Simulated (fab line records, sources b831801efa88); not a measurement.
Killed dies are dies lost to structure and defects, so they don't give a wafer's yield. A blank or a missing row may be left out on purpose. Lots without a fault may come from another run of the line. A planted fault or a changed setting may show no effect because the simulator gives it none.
Which tool did it? | flow sky130 | 12 lots, 36 wafers sampled, at 5 steps of a route of 708

WHAT THE GAUGES READ, wafer by wafer
SKY_METAL3_OVL_MEAS_14.
lot  | measured     | on         | METAL3_OVL (nm)
L075 | day 38 13:17 | overlay-02 | -12 -8 -4
L077 | day 39 03:16 | overlay-02 | 6 -4 -3
L079 | day 41 02:50 | overlay-02 | 10 13 18
L081 | day 41 03:59 | overlay-02 | 2 3 7
L084 | day 41 08:20 | overlay-02 | 3 5 -7
L086 | day 42 00:53 | overlay-02 | 6 7 12
L087 | day 42 07:29 | overlay-02 | 0 7 6
L089 | day 43 14:52 | overlay-02 | 7 2 10
L091 | day 44 07:59 | overlay-01 | 12 13 8
L093 | day 44 14:44 | overlay-02 | 5 9 2
L095 | day 45 04:58 | overlay-01 | 3 5 2
L097 | day 45 20:43 | overlay-02 | -1 2 0

WHICH TOOL RAN EACH LOT (tool, then ch and the chambers of the sampled wafers, then the start)
lot  | SKY_LOCAL_INTERCONNECT_SPUTTER_00 | SKY_CONTACT_CVD_00              | SKY_METAL2_SPUTTER_00        | SKY_VIA2_SPUTTER_20
L075 | pvd_sputter-01, day 29 08:20      | pecvd-02 ch 1,2, day 30 13:14   | pvd_sputter-01, day 34 03:59 | pvd_sputter-03, day 36 09:37
L077 | pvd_sputter-04, day 29 21:24      | pecvd-02 ch 0,1,2, day 31 01:55 | pvd_sputter-02, day 34 16:30 | pvd_sputter-03, day 36 22:49
L079 | pvd_sputter-02, day 32 02:14      | pecvd-02 ch 0,1,2, day 33 05:22 | pvd_sputter-01, day 36 18:38 | pvd_sputter-03, day 39 00:11
L081 | pvd_sputter-04, day 32 04:17      | pecvd-02 ch 0,2, day 33 08:43   | pvd_sputter-01, day 36 20:24 | pvd_sputter-02, day 39 01:35
L084 | pvd_sputter-01, day 32 10:38      | pecvd-03 ch 0,1,2, day 33 14:29 | pvd_sputter-04, day 37 00:56 | pvd_sputter-04, day 39 06:04
L086 | pvd_sputter-01, day 33 03:41      | pecvd-02 ch 0,1,2, day 34 07:08 | pvd_sputter-04, day 37 18:05 | pvd_sputter-04, day 39 22:58
L087 | pvd_sputter-04, day 33 13:17      | pecvd-01 ch 1,2, day 34 16:40   | pvd_sputter-04, day 38 02:46 | pvd_sputter-02, day 40 06:08
L089 | pvd_sputter-04, day 35 05:29      | pecvd-01 ch 1,2, day 36 08:23   | pvd_sputter-02, day 39 17:05 | pvd_sputter-02, day 41 18:25
L091 | pvd_sputter-01, day 35 17:44      | pecvd-03 ch 0,2, day 36 20:21   | pvd_sputter-02, day 40 05:13 | pvd_sputter-03, day 42 07:31
L093 | pvd_sputter-01, day 36 05:16      | pecvd-01 ch 0,1, day 37 07:33   | pvd_sputter-04, day 40 16:50 | pvd_sputter-03, day 42 16:01
L095 | pvd_sputter-04, day 36 18:07      | pecvd-03 ch 0,1, day 37 20:59   | pvd_sputter-04, day 41 05:01 | pvd_sputter-03, day 43 07:16
L097 | pvd_sputter-04, day 37 15:02      | pecvd-02 ch 0,1,2, day 38 17:57 | pvd_sputter-04, day 42 00:41 | pvd_sputter-03, day 44 00:37
- SKY_LOCAL_INTERCONNECT_SPUTTER_00: material TiN, target thk 100 nm, time 83.3 s.
- SKY_CONTACT_CVD_00: deposits Si3N4, target thk 75 nm.
- SKY_METAL2_SPUTTER_00: material Ti, target thk 15 nm, time 10 s.
- SKY_VIA2_SPUTTER_20: material TiN, target thk 20 nm, time 80 s.

THE ANSWER, worked out from the rows above alone
Rule: what is usual is taken from the lots themselves. Put in order of their means at a reading, lots are off if they are a third of the lots or fewer, leave a main group of 4 or more, and stand apart from it by a gap of 3 or more times the standard deviation of the main group's means; of several such gaps the widest counts. A main group whose means are all the same, to the digits that the tables above print for the reading, isn't used. A lot without any number at a reading at which 4 lots or more have one is off too. The other lots that the step has rows for count as sound.
No lot is off at any reading shown: from this, nothing can be told.

WHAT THE SIMULATOR HAD PUT IN
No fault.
